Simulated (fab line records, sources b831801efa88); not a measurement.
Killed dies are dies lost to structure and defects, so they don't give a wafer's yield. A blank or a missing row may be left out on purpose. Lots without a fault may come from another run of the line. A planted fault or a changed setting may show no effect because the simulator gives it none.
fab line records | flow sky130
record lots=6 wafers=18 last_day=50
route steps=708 shown FIELD_ISO@1 PAD_OPEN@708
lots that met no fault: from a run of the same line without faults
start_h: hours from the record's first day to the start of the lot's first wafer shown | wait_h: hours since the lot's step before | " the same as in the row above | L1.1+2: a row that stands for several wafers | - no value, or no start given | * or withheld: withheld | < > ~ a bound
route shown NAME@n: a module of which the file shows steps, and the number in the route of the first | usual: mean/standard deviation of fault-free wafers | same: alike in all rows | chamber/n: place in a boat | sites: the reading at each site | _std_site: their standard deviation | _edge_site: outer sites' mean less inner sites' | radius_mm: how far each site lies from the wafer's centre | mask NAME#n: copy n | behind: the tool/chamber that last shaped the wafer | hold: why the lot was held/for how many hours/how that ended | device: the transistor (n, p or np) that didn't switch | end of line: the same wafers' tests at the end of the route | a step without rows: its recipe alone | killed: dies lost to structure and defects at the first sort, not the wafer's yield | map: a wafer's dies, x killed, . not, _ none there
set.NAME: the setting as run; set.NAME@STEP: as run at that earlier step | model.NAME: the simulator's own value behind a step, which no gauge read
lots at some steps of the route; a table a step, a row a wafer
services: from which hour (start_h, from the record's first day; less than 0 if before it) a tool's chamber was out of use, for how many hours, and why
## steps
# step SKY_FIELD_ISO_BOW_MEAS_00
# recipe mode=bow
# usual INCOMING_BOW=-1/6.8
# columns lot.wafer tool chamber start_h wait_h INCOMING_BOW[um]
L587.1 film_metro-01 - 10.00 - -4
L587.2 " - " " -4
L587.5 " - " " 4
L590.2 film_metro-02 - 25.02 - 3
L590.3 " - " " -2
L590.6 " - " " 8
L604.1 film_metro-01 - 95.00 - -8
L604.2 " - " " -3
L604.5 " - " " -12
L605.2 film_metro-04 - 100.02 - 1
L605.3 " - " " -2
L605.6 " - " " -14
L606.1 film_metro-02 - 105.00 - 8
L606.3 " - " " 3
L606.4 " - " " -2
L610.1 film_metro-02 - 125.00 - 2
L610.2 " - " " -11
L610.4 " - " " -1
# step SKY_FIELD_ISO_OXIDATION_01
# recipe temp_c=900 ambient=O2 stabilise_s=600 purge_s=300 target_thk_a=120 ox_time_s=1843
# step SKY_FIELD_ISO_THK_MEAS_02
# recipe reads=SiO2_of_FIELD_ISO_OXIDATION_01
# usual FIELD_ISO_OXIDATION_00_THK=11.97/0.27
# columns lot.wafer tool chamber start_h wait_h FIELD_ISO_OXIDATION_00_THK[nm]
L587.1 film_metro-04 - 12.66 0.0 11.70
L587.2 " - " " 11.73
L587.5 " - " " 11.77
L590.2 film_metro-02 - 26.87 0.0 11.79
L590.3 " - " " 11.84
L590.6 " - " " 12.02
L604.1 film_metro-04 - 97.58 0.0 11.64
L604.2 " - " " 11.65
L604.5 " - " " 11.62
L605.2 film_metro-04 - 103.04 0.0 11.94
L605.3 " - " " 11.69
L605.6 " - " " 11.86
L606.1 film_metro-01 - 107.31 0.0 12.90
L606.3 " - " " 12.90
L606.4 " - " " 12.88
L610.1 film_metro-04 - 127.62 0.0 12.23
L610.2 " - " " 12.11
L610.4 " - " " 12.25
# step SKY_FIELD_ISO_CVD_03
# recipe material=Si3N4 precursor=DCS/NH3 target_thk_nm=165 temp_c=770 time_s=2830 pressure_mtorr=250
# step SKY_FIELD_ISO_THK_MEAS_04
# recipe reads=Si3N4_of_FIELD_ISO_CVD_03
# usual FIELD_ISO_CVD_03_THK=164.8/1
# columns lot.wafer tool chamber start_h wait_h FIELD_ISO_CVD_03_THK[nm]
L587.1 film_metro-04 - 16.44 0.0 165.6
L587.2 " - " " 164.1
L587.5 " - " " 164.8
L590.2 film_metro-01 - 28.72 0.0 165.3
L590.3 " - " " 164.8
L590.6 " - " " 164.6
L604.1 film_metro-01 - 99.43 0.0 166.0
L604.2 " - " " 165.2
L604.5 " - " " 165.2
L605.2 film_metro-02 - 105.56 0.0 162.8
L605.3 " - " " 163.3
L605.6 " - " " 163.2
L606.1 film_metro-01 - 109.16 0.0 165.5
L606.3 " - " " 165.9
L606.4 " - " " 164.4
L610.1 film_metro-04 - 129.93 0.0 165.3
L610.2 " - " " 166.8
L610.4 " - " " 164.7
# step SKY_FIELD_ISO_DEHYDRATE_05
# recipe temp_c=200 time_s=60
# step SKY_FIELD_ISO_HMDS_06
# recipe prime_time_s=60 prime_temp_c=120
# step SKY_FIELD_ISO_COAT_07
# recipe resist=BARC temp_c=withheld time_s=withheld spin_rpm=3000 resist_thk_nm=60
# step SKY_FIELD_ISO_COAT_08
# recipe resist=KrF-thick spin_rpm=3000 resist_thk_nm=450
# step SKY_FIELD_ISO_SOFTBAKE_09
# recipe temp_c=100 time_s=90 resist=KrF-thick
# step SKY_FIELD_ISO_EXPOSE_10
# recipe mask_id=FOM na=0.68 source_shape=annular sigma_inner=0.4 sigma_outer=0.8 target_cd_nm=150 dose_mj=28
# usual exposure_dose_mJ_cm2=28.000/0.029 stage_vel_mm_s=499.94/0.25
# columns lot.wafer tool chamber start_h wait_h mask exposure_dose_mJ_cm2 stage_vel_mm_s
L587.1 krf_scanner-02 0 23.71 - FOM#0 28.025 500.00
L587.2 " 0 " " FOM#0 27.995 499.77
L587.5 " 0 " " FOM#0 27.982 499.97
L590.2 krf_scanner-02 0 36.66 - FOM#0 27.981 499.69
L590.3 " 0 " " FOM#0 27.968 499.99
L590.6 " 0 " " FOM#0 27.953 499.86
L604.1 krf_scanner-01 0 108.98 - FOM#0 28.059 500.48
L604.2 " 0 " " FOM#0 28.045 500.39
L604.5 " 0 " " FOM#0 28.067 500.29
L605.2 krf_scanner-02 0 114.73 - FOM#0 30.836 499.84
L605.3 " 0 " " FOM#0 30.832 499.76
L605.6 " 0 " " FOM#0 30.860 500.16
L606.1 krf_scanner-02 0 118.38 - FOM#0 30.883 500.04
L606.3 " 0 " " FOM#0 30.875 499.87
L606.4 " 0 " " FOM#0 30.879 499.87
L610.1 krf_scanner-01 0 140.11 - FOM#0 27.997 499.80
L610.2 " 0 " " FOM#0 28.040 500.29
L610.4 " 0 " " FOM#0 28.029 499.77
# step SKY_FIELD_ISO_PEB_11
# recipe peb_temp_c=withheld peb_time_s=withheld resist=KrF-thick
# step SKY_FIELD_ISO_DEVELOP_12
# recipe develop_time_s=60 resist=KrF-thick dev_temp_c=21
# step SKY_FIELD_ISO_CD_MEAS_13
# recipe target_cd_nm=150
# usual cd_nm=150.3/1.6
# columns lot.wafer tool chamber start_h wait_h cd_nm
L587.1 cd_sem-02 - 30.29 - 152.4
L587.2 " - " " 150.0
L587.5 " - " " 152.1
L590.2 cd_sem-02 - 43.00 - 152.7
L590.3 " - " " 152.0
L590.6 " - " " 150.7
L604.1 cd_sem-02 - 117.79 - 150.0
L604.2 " - " " 149.9
L604.5 " - " " 149.1
L605.2 cd_sem-01 - 124.25 - 131.0
L605.3 " - " " 130.9
L605.6 " - " " 130.2
L606.1 cd_sem-01 - 127.43 - 132.6
L606.3 " - " " 132.4
L606.4 " - " " 132.5
L610.1 cd_sem-01 - 149.53 - 151.5
L610.2 " - " " 150.1
L610.4 " - " " 150.3
# step SKY_FIELD_ISO_ETCH_14
# recipe chemistry=N2/H2 target=BARC ion_energy_ev=200 source_w=500 bias_w=100 pressure_mtorr=30 n2_flow_sccm=100 h2_flow_sccm=200 stop_on=SiO2 time_s=45.9 target_depth_a=600
# usual bias_w=100.00/0.29 drypump_motor_current_A=5.8/0.39 oes_product_au=0.854/0.0048 throttle_valve_pct=13.225/0.0087
# columns lot.wafer tool chamber start_h wait_h bias_w drypump_motor_current_A oes_product_au rf_hours_counter_h throttle_valve_pct model.FIELD_ISO.cd_nm
L587.1 rie_diel-01 2 30.41 0.1 99.54 6.2 0.851 5 13.231 152
L587.2 " 0 " " 99.97 5.5 0.853 102 13.223 150.8
L587.5 " 2 " " 99.58 6.1 0.853 - 13.223 152.1
L590.2 rie_diel-04 3 43.10 0.1 99.74 6.1 0.856 55 13.231 153.1
L590.3 " 0 " " 99.69 5.1 0.858 6 13.241 151.9
L590.6 " 2 " " 100.06 6.2 0.848 - 13.225 150.8
L604.1 rie_diel-03 0 117.91 0.1 100.39 5.6 0.856 141 13.243 150.1
L604.2 " 1 " " 100.10 5.9 0.848 7 13.223 149.5
L604.5 " 3 " " 100.18 5.5 0.862 - 13.233 149.6
L605.2 rie_diel-01 3 124.35 0.1 100.19 5.7 0.850 92 13.228 131.1
L605.3 " 1 " " 100.77 5.1 0.859 98 13.227 131.5
L605.6 " 3 " " 100.62 5.7 0.852 - 13.221 130.5
L606.1 rie_diel-03 1 127.55 0.1 100.88 5.9 0.848 7 13.242 133.3
L606.3 " 2 " " 100.00 6.4 0.850 80 13.219 132.5
L606.4 " 0 " " 100.05 5.6 0.854 142 13.221 132.2
L610.1 rie_diel-03 1 149.65 0.1 99.97 5.9 0.854 7 13.217 151.9
L610.2 " 2 " " 99.95 6.4 0.858 81 13.212 150.2
L610.4 " 3 " " 99.62 5.5 0.861 154 13.224 150.3
# step SKY_FIELD_ISO_ETCH_15
# recipe chemistry=CHF3/O2 target_depth_nm=180 stop_on=Si source_w=600 bias_w=200 pressure_mtorr=40 chf3_flow_sccm=50 O2_flow_sccm=5 time_s=72
# usual bias_w=200.0/0.59 chf3_flow_sccm=49.99/0.16 drypump_motor_current_A=5.8/0.39 oes_product_au=0.945/0.006 throttle_valve_pct=8.843/0.0097
# columns lot.wafer tool chamber start_h wait_h bias_w chf3_flow_sccm drypump_motor_current_A oes_product_au rf_hours_counter_h throttle_valve_pct
L587.1 rie_diel-01 2 30.45 0.0 199.9 50.34 6.1 0.947 5 8.829
L587.2 " 0 " " 200.2 50.31 5.5 0.943 102 8.848
L587.5 " 2 " " 199.7 50.37 6.1 0.942 - 8.838
L590.2 rie_diel-04 3 43.15 0.0 200.0 50.01 6.1 0.938 55 8.839
L590.3 " 0 " " 200.0 49.79 5.1 0.954 6 8.843
L590.6 " 2 " " 200.4 50.17 6.2 0.943 - 8.847
L604.1 rie_diel-03 0 117.95 0.0 200.2 49.96 5.6 0.955 141 8.851
L604.2 " 1 " " 201.0 49.92 5.9 0.950 7 8.850
L604.5 " 3 " " 200.2 49.99 5.5 0.944 - 8.855
L605.2 rie_diel-01 3 124.39 0.0 199.0 49.75 5.7 0.947 92 8.848
L605.3 " 1 " " 199.0 50.05 5.1 0.952 98 8.840
L605.6 " 3 " " 199.7 49.79 5.7 0.937 - 8.836
L606.1 rie_diel-03 1 127.60 0.0 199.5 50.09 5.9 0.957 7 8.834
L606.3 " 2 " " 200.5 49.80 6.3 0.946 80 8.823
L606.4 " 0 " " 200.8 50.04 5.6 0.948 142 8.857
L610.1 rie_diel-03 1 149.70 0.0 199.3 49.96 5.9 0.948 7 8.842
L610.2 " 2 " " 200.8 49.97 6.3 0.947 81 8.845
L610.4 " 3 " " 199.1 50.11 5.5 0.943 154 8.853
# step SKY_FIELD_ISO_STRIP_16
# recipe chemistry=O2/N2 power_w=1400 pressure_mtorr=1500 platen_temp_c=withheld o2_flow_sccm=3000 n2_flow_sccm=300 overash_fraction=0.5
# usual drypump_motor_current_A=5.7/0.33 o2_flow_sccm=3001/12 oes_product_au=0.378/0.0044 strip_time_to_endpoint_s=3.540/0.028
# columns lot.wafer tool chamber start_h wait_h drypump_motor_current_A o2_flow_sccm oes_product_au rf_hours_counter_h strip_time_to_endpoint_s
L587.1 plasma_asher-03 0 30.51 0.0 6.2 2987 0.381 23 3.529
L587.2 " 1 " " 5.2 3003 0.378 23 3.541
L587.5 " 0 " " 6.2 3000 0.379 - 3.491
L590.2 plasma_asher-04 1 43.20 0.0 5.7 2996 0.376 37 3.549
L590.3 " 1 " " 5.7 2996 0.377 - 3.565
L590.6 " 0 " " 5.7 3017 0.378 - 3.568
L604.1 plasma_asher-02 0 118.01 0.0 5.3 3007 0.383 0 3.547
L604.2 " 1 " " 6.1 3017 0.388 0 3.573
L604.5 " 0 " " 5.3 3004 0.380 - 3.561
L605.2 plasma_asher-02 0 124.44 0.0 5.3 3009 0.379 1 3.537
L605.3 " 0 " " 5.3 2997 0.375 - 3.531
L605.6 " 1 " " 6.1 3000 0.377 - 3.495
L606.1 plasma_asher-04 0 127.65 0.0 5.7 3008 0.370 45 3.556
L606.3 " 1 " " 5.8 3003 0.379 - 3.549
L606.4 " 0 " " 5.7 3003 0.377 - 3.541
L610.1 plasma_asher-03 1 149.75 0.0 5.2 3011 0.385 35 3.583
L610.2 " 0 " " 6.2 2998 0.381 35 3.562
L610.4 " 1 " " 5.2 3008 0.380 - 3.535
# step SKY_FIELD_ISO_ETCH_17
# recipe target_depth_a=3420 mask_material=Si3N4 chemistry=HBr/Cl2/O2 target=Si taper_deg=5 icp_w=600 bias_w=150 pressure_mtorr=15 HBr_flow_sccm=150 Cl2_flow_sccm=40 O2_flow_sccm=6 time_s=97.7
# usual bias_w=150.1/0.48 drypump_motor_current_A=6.0/0.34 oes_product_au=0.998/0.0082 throttle_valve_pct=25.658/0.01
# columns lot.wafer tool chamber start_h wait_h bias_w drypump_motor_current_A oes_product_au rf_hours_counter_h throttle_valve_pct model.FIELD_ISO.cd_nm
L587.1 rie_si-02 2 30.61 0.1 150.1 5.9 1.011 76 25.660 152.3
L587.2 " 0 " " 149.1 6.2 1.007 13 25.655 150.6
L587.5 " 2 " " 149.8 5.9 0.998 - 25.644 152.5
L590.2 rie_si-01 3 43.30 0.1 149.3 6.6 0.996 116 25.642 152.8
L590.3 " 0 " " 150.7 6.0 0.997 72 25.660 150.7
L590.6 " 3 " " 150.2 6.6 1.000 - 25.662 150
L604.1 rie_si-01 1 118.11 0.1 150.0 6.3 0.997 55 25.664 150.4
L604.2 " 0 " " 150.9 6.0 1.010 73 25.652 150.5
L604.5 " 1 " " 150.6 6.3 1.011 - 25.654 150
L605.2 rie_si-01 3 124.54 0.1 149.4 6.6 1.009 117 25.670 132
L605.3 " 0 " " 150.2 6.0 1.008 73 25.645 132.2
L605.6 " 1 " " 149.9 6.3 0.999 - 25.651 131.6
L606.1 rie_si-02 3 127.75 0.1 149.6 6.0 0.994 67 25.676 133.5
L606.3 " 2 " " 149.5 5.9 1.001 77 25.649 133.4
L606.4 " 1 " " 150.1 5.5 1.006 3 25.662 133.1
L610.1 rie_si-01 1 149.85 0.1 149.6 6.3 0.979 55 25.672 152.1
L610.2 " 3 " " 150.2 6.6 1.007 117 25.666 151
L610.4 " 2 " " 149.8 5.6 0.985 21 25.671 150.6
# step SKY_FIELD_ISO_WET_ETCH_18
# recipe chemistry=H3PO4 target_depth_nm=25 temp_c=160 target=Si3N4 time_s=286
# step SKY_PAD_OPEN_PROBE_99
# usual killed_at_M0_to_M3=44/7.2 killed_at_M4_up=3.1/1.7 killed_at_contacts=25/5.1 killed_at_front_end=14/4.6 killed_at_other=0.3/0.59 killed_dies=86/9.6 killed_on_rim=17/4.1 killed_open=47/7.4 killed_short=39/6
# same gross_dies=492 killed_at_back_side=0
# columns lot.wafer tool chamber start_h wait_h killed_at_M0_to_M3 killed_at_M4_up killed_at_contacts killed_at_front_end killed_at_other killed_dies killed_on_rim killed_open killed_short model.etest.pfet_g5v0d10v5.r_on_ohm_um model.etest.res_pdiff.line_ohm_um model.etest.res_ndiff.line_ohm_um model.etest.sram_nfet_pass.drive_ua_um model.etest.sonos_uncharged.r_on_ohm_um model.etest.res_ndiff.width_nm model.etest.res_pdiff.width_nm model.etest.sram_pfet_latch.drive_ua_um
L587.1 prober-01 - 1076.70 0.1 42 5 27 16 0 90 15 48 42 4683 1360 755.8 503.4 807 159.3 146 143.5
L587.2 prober-01 - 1076.75 0.1 35 5 26 23 0 89 21 45 44 4704 1366 772.2 488.4 796.4 157 143.9 146.9
L587.5 prober-01 - 1076.90 0.2 48 3 28 17 0 96 15 60 36 4737 1335 745.9 507.7 809.1 159.3 147.1 145.3
L590.2 prober-01 - 1087.26 0.1 46 3 27 17 0 93 12 45 48 4770 1343 757.1 509.4 799.8 160.2 146.5 143.9
L590.3 prober-01 - 1087.31 0.2 36 5 24 20 1 86 18 50 36 4685 1355 758.4 488.1 784.8 156.8 144.7 148.5
L590.6 prober-01 - 1087.46 0.2 38 3 19 11 1 72 12 45 27 4665 1374 761.1 503.2 795.5 157.2 143.7 140.7
L604.1 prober-01 - 1165.46 0.1 56 6 25 6 0 93 20 51 42 4728 1363 761.3 519 787.8 157.2 143.7 148.4
L604.2 prober-01 - 1165.51 0.1 37 1 37 16 1 92 17 48 44 4684 1370 752.7 504.6 797.8 157.3 144.2 144.9
L604.5 prober-01 - 1165.66 0.2 60 3 31 12 0 106 26 63 43 4764 1368 760 514.5 806.7 157.2 143.1 142.5
L605.2 prober-02 - 1167.76 0.1 44 3 31 31 1 110 31 50 42 4982 1529 855.4 428.8 838.6 139.2 126 123.2
L605.3 prober-02 - 1167.81 0.2 52 2 19 37 0 110 38 47 45 4950 1559 857.1 411.2 842.4 139.3 126 130
L605.6 prober-02 - 1167.96 0.2 46 4 22 35 1 108 37 49 41 4932 1539 872.2 424.1 838.1 138.2 125.5 126.6
L606.1 prober-01 - 1171.69 0.1 43 8 20 23 0 94 28 43 40 4934 1550 853.1 423.9 845 141.1 127.7 122.8
L606.3 prober-01 - 1171.79 0.2 35 6 13 19 0 73 17 28 33 4877 1547 848.1 418.2 854.9 139.4 127 127.6
L606.4 prober-01 - 1171.84 0.2 48 4 21 19 0 92 28 42 41 4928 1553 870.1 428.2 841.3 140.3 126.7 121.2
L610.1 prober-02 - 1195.45 0.1 42 4 34 16 1 97 15 51 46 4663 1374 771.1 505.8 813.7 159.5 146.1 142.4
L610.2 prober-02 - 1195.50 0.1 38 5 19 15 0 77 16 37 40 4746 1372 786.6 492.4 813.6 157.9 144.3 140.8
L610.4 prober-02 - 1195.60 0.2 39 4 21 19 0 83 20 42 41 4720 1367 774.8 469.8 801.7 156.9 144.2 142.3
# killed by level:class
L587.1 VIA2:geometric_particle:open=8 VIA1:geometric_particle:short=7 LI_CONTACT:geometric_particle:open=7 CONTACT:geometric_particle:open=7 CONTACT:geometric_particle:short=6 VIA1:geometric_particle:open=6 METAL2:geometric_particle:short=5 METAL1:geometric_particle:short=5
L587.2 VIA2:geometric_particle:open=9 LI_CONTACT:geometric_particle:open=8 FIELD_ISO:geometric_particle:short=7 CONTACT:geometric_particle:open=7 FIELD_ISO:geometric_particle:open=6 POLY_GATE:geometric_particle:short=6 METAL1:geometric_particle:short=6 VIA1:geometric_particle:open=5
L587.5 VIA1:geometric_particle:open=13 CONTACT:geometric_particle:open=11 LI_CONTACT:geometric_particle:open=9 VIA2:geometric_particle:open=8 VIA3:geometric_particle:open=8 CONTACT:geometric_particle:short=5 METAL1:geometric_particle:short=5 METAL2:geometric_particle:short=5
L590.2 VIA1:geometric_particle:open=11 FIELD_ISO:geometric_particle:open=7 METAL1:geometric_particle:short=7 VIA3:geometric_particle:open=6 LOCAL_INTERCONNECT:geometric_particle:short=6 CONTACT:geometric_particle:open=6 CONTACT:geometric_particle:short=5 LI_CONTACT:geometric_particle:open=5
L590.3 VIA1:geometric_particle:open=12 POLY_GATE:geometric_particle:open=7 LI_CONTACT:geometric_particle:open=6 LOCAL_INTERCONNECT:geometric_particle:short=6 VIA3:geometric_particle:open=6 METAL1:geometric_particle:short=5 CONTACT:geometric_particle:short=5 CONTACT:geometric_particle:open=5
L590.6 VIA2:geometric_particle:open=9 CONTACT:geometric_particle:open=8 VIA1:geometric_particle:open=7 VIA2:geometric_particle:short=5 POLY_GATE:geometric_particle:open=4 LI_CONTACT:geometric_particle:open=4 VIA1:geometric_particle:short=4 FIELD_ISO:geometric_particle:short=3
L604.1 CONTACT:geometric_particle:open=12 VIA3:geometric_particle:open=10 VIA1:geometric_particle:open=10 CONTACT:geometric_particle:short=7 METAL1:geometric_particle:short=7 METAL2:geometric_particle:short=7 VIA1:geometric_particle:short=5 VIA2:geometric_particle:open=5
L604.2 CONTACT:geometric_particle:open=14 VIA1:geometric_particle:open=12 CONTACT:geometric_particle:short=9 LOCAL_INTERCONNECT:geometric_particle:short=7 METAL1:geometric_particle:short=7 VIA3:geometric_particle:open=6 POLY_GATE:geometric_particle:short=5 LI_CONTACT:geometric_particle:open=5
L604.5 CONTACT:geometric_particle:open=16 VIA1:geometric_particle:open=16 VIA2:geometric_particle:open=8 METAL2:geometric_particle:short=7 METAL1:geometric_particle:short=6 VIA1:geometric_particle:short=6 VIA3:geometric_particle:open=6 LOCAL_INTERCONNECT:geometric_particle:short=5
L605.2 FIELD_ISO:area_expose=18 CONTACT:geometric_particle:open=11 LI_CONTACT:geometric_particle:open=9 VIA2:geometric_particle:open=8 CONTACT:geometric_particle:short=6 VIA1:geometric_particle:short=6 METAL2:geometric_particle:short=5 METAL1:geometric_particle:short=5
L605.3 FIELD_ISO:area_expose=18 VIA1:geometric_particle:open=17 CONTACT:geometric_particle:open=11 METAL3:geometric_particle:short=9 FIELD_ISO:geometric_particle:open=5 METAL2:geometric_particle:short=5 POLY_GATE:geometric_particle:short=4 CONTACT:geometric_particle:short=4
L605.6 FIELD_ISO:area_expose=18 VIA1:geometric_particle:open=13 LI_CONTACT:geometric_particle:open=8 VIA2:geometric_particle:open=8 FIELD_ISO:geometric_particle:open=6 VIA3:geometric_particle:open=6 METAL2:geometric_particle:short=5 VIA3:geometric_particle:short=5
L606.1 FIELD_ISO:area_expose=11 CONTACT:geometric_particle:open=10 VIA1:geometric_particle:short=10 VIA1:geometric_particle:open=9 METAL4:geometric_particle:short=7 VIA3:geometric_particle:open=6 VIA2:geometric_particle:open=6 FIELD_ISO:geometric_particle:short=3
L606.3 FIELD_ISO:area_expose=12 VIA1:geometric_particle:open=9 VIA2:geometric_particle:open=7 METAL4:geometric_particle:short=6 POLY_GATE:geometric_particle:short=5 LI_CONTACT:geometric_particle:open=4 VIA1:geometric_particle:short=4 CONTACT:geometric_particle:open=3
L606.4 METAL1:geometric_particle:short=11 LI_CONTACT:geometric_particle:open=9 FIELD_ISO:area_expose=9 VIA2:geometric_particle:open=7 VIA3:geometric_particle:open=6 CONTACT:geometric_particle:open=6 POLY_GATE:geometric_particle:open=5 METAL2:geometric_particle:short=5
L610.1 CONTACT:geometric_particle:open=13 LI_CONTACT:geometric_particle:open=10 METAL1:geometric_particle:short=10 LOCAL_INTERCONNECT:geometric_particle:short=7 VIA3:geometric_particle:open=6 VIA1:geometric_particle:open=5 VIA2:geometric_particle:open=5 VIA2:geometric_particle:short=4
L610.2 LI_CONTACT:geometric_particle:open=9 VIA2:geometric_particle:open=8 VIA3:geometric_particle:short=7 POLY_GATE:geometric_particle:short=5 METAL2:geometric_particle:short=5 POLY_GATE:geometric_particle:open=4 CONTACT:geometric_particle:open=4 METAL1:geometric_particle:short=4
L610.4 LI_CONTACT:geometric_particle:open=11 METAL1:geometric_particle:short=8 VIA1:geometric_particle:open=8 POLY_GATE:geometric_particle:short=7 VIA1:geometric_particle:short=7 VIA2:geometric_particle:open=6 FIELD_ISO:geometric_particle:open=5 METAL4:geometric_particle:short=4
# map L605.2 (x killed, . not)
__________.....x..x._________
________..x.x...xx...x_______
______.....x..........x._____
_____.........xx..xx....x____
____.......x.....x....x.x.___
___x......x........x..x.x..__
__..x....x.................._
_..........x.x.xx..x.....x...
_..x..x...xx...x.....x....x.x
_x......xxxx.....x.......x...
_x..x......x..xx..x........xx
_x..xx..x...xx...............
_.x......x....x.....x......xx
_...xx.x..........x..x...x...
_..x.....................x.xx
__...................x....x._
___...x...xxx.x......x.....__
____xx.....x...xx.........___
_____.x...x....x.....x.x.____
______x..xx.x........x.._____
________.x....xx..x..x_______
__________..xxx..xxx_________
# map L606.1 (x killed, . not)
__________.xx....x.._________
________...xx........._______
______..x.xx.........xxx_____
_____....x.............x.____
____xx..........x....x.x..___
___.....xx..x.x....x.x.....__
__..................x...x..._
_xx.........x............x.x.
_......x..........x.x.....x.x
_..........x.....x.x.x.x.....
_..x.....x..xxx.............x
_..x..xx.......x...x........x
_.....x...............x..xx.x
_........xx...............x..
_.....x.x....x..............x
__........x.........x......x_
___..x....x..........x...xx__
____.....x..xxx...x...x..x___
_____......x.....x.x...x.____
______x.....x......xx..x_____
________....x...x...x._______
__________x......x.._________
## services
# columns tool chamber start_h hours kind
rie_si-02 0 1.18 5.4 repair
krf_scanner-02 - 6.11 10.0 repair
rie_diel-04 - 8.06 2.8 pm
rie_diel-03 - 11.06 0.4 repair
rie_si-01 - 15.78 0.7 repair
krf_scanner-01 - 24.98 13.7 repair
rie_diel-03 3 36.12 8.3 repair
rie_diel-03 1 41.05 5.4 repair
rie_diel-04 3 48.30 19.8 repair
krf_scanner-01 - 48.37 5.1 repair
rie_diel-03 - 83.62 3.6 repair
krf_scanner-01 - 85.25 0.8 pm
plasma_asher-04 - 89.30 3.9 repair
krf_scanner-01 - 90.35 1.0 pm
rie_diel-04 1 90.41 9.2 repair
krf_scanner-02 - 96.59 11.6 pm
plasma_asher-02 - 108.75 9.0 pm
rie_diel-01 - 113.39 0.3 repair
rie_diel-04 3 121.36 2.9 repair
krf_scanner-02 - 123.83 1.0 pm
krf_scanner-02 - 125.42 0.8 pm
krf_scanner-01 - 134.22 1.3 pm
krf_scanner-02 - 137.76 4.4 pm
rie_diel-03 0 138.39 3.4 repair
## key
first_sign step=SKY_FIELD_ISO_EXPOSE_10 reading=exposure_dose_mJ_cm2 direction=up sigmas=98 usual=* struck=*
effect step=SKY_FIELD_ISO_CD_MEAS_13 reading=cd_nm direction=down sigmas=11 usual=150.3 struck=131.6
effect step=SKY_PAD_OPEN_PROBE_99 reading=killed_at_front_end direction=up sigmas=2.9 usual=14 struck=27
model_effect step=SKY_FIELD_ISO_ETCH_14 value=FIELD_ISO.cd_nm without=150.7 struck=131.8
model_effect step=SKY_FIELD_ISO_ETCH_17 value=FIELD_ISO.cd_nm without=151.5 struck=132.6
model_effect step=SKY_PAD_OPEN_PROBE_99 value=etest.pfet_g5v0d10v5.r_on_ohm_um without=4714 struck=4934
more_kills_born_at SKY_FIELD_ISO_EXPOSE_10@krf_scanner-02=86
met_at SKY_FIELD_ISO_EXPOSE_10
struck_wafers L605.2,L605.3,L605.6,L606.1,L606.3,L606.4
tester_left_out L605,L606
onset_between 36.66 114.73
fault kind=process_parameter_drift tool=krf_scanner-02 chamber=- onset_h=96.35 steps=SKY_FIELD_ISO_EXPOSE_10 channel=dose_mj offset=2.874 shape=step acts_in=these_recipes_only stated=28
# tester_left_out: of these lots the tester's yield and bins aren't shown, on N5 and GAA mostly nor the transistor test; their killed dies are dies lost to structure and defects alone, not to doping, threshold or leakage, so they don't give the yield
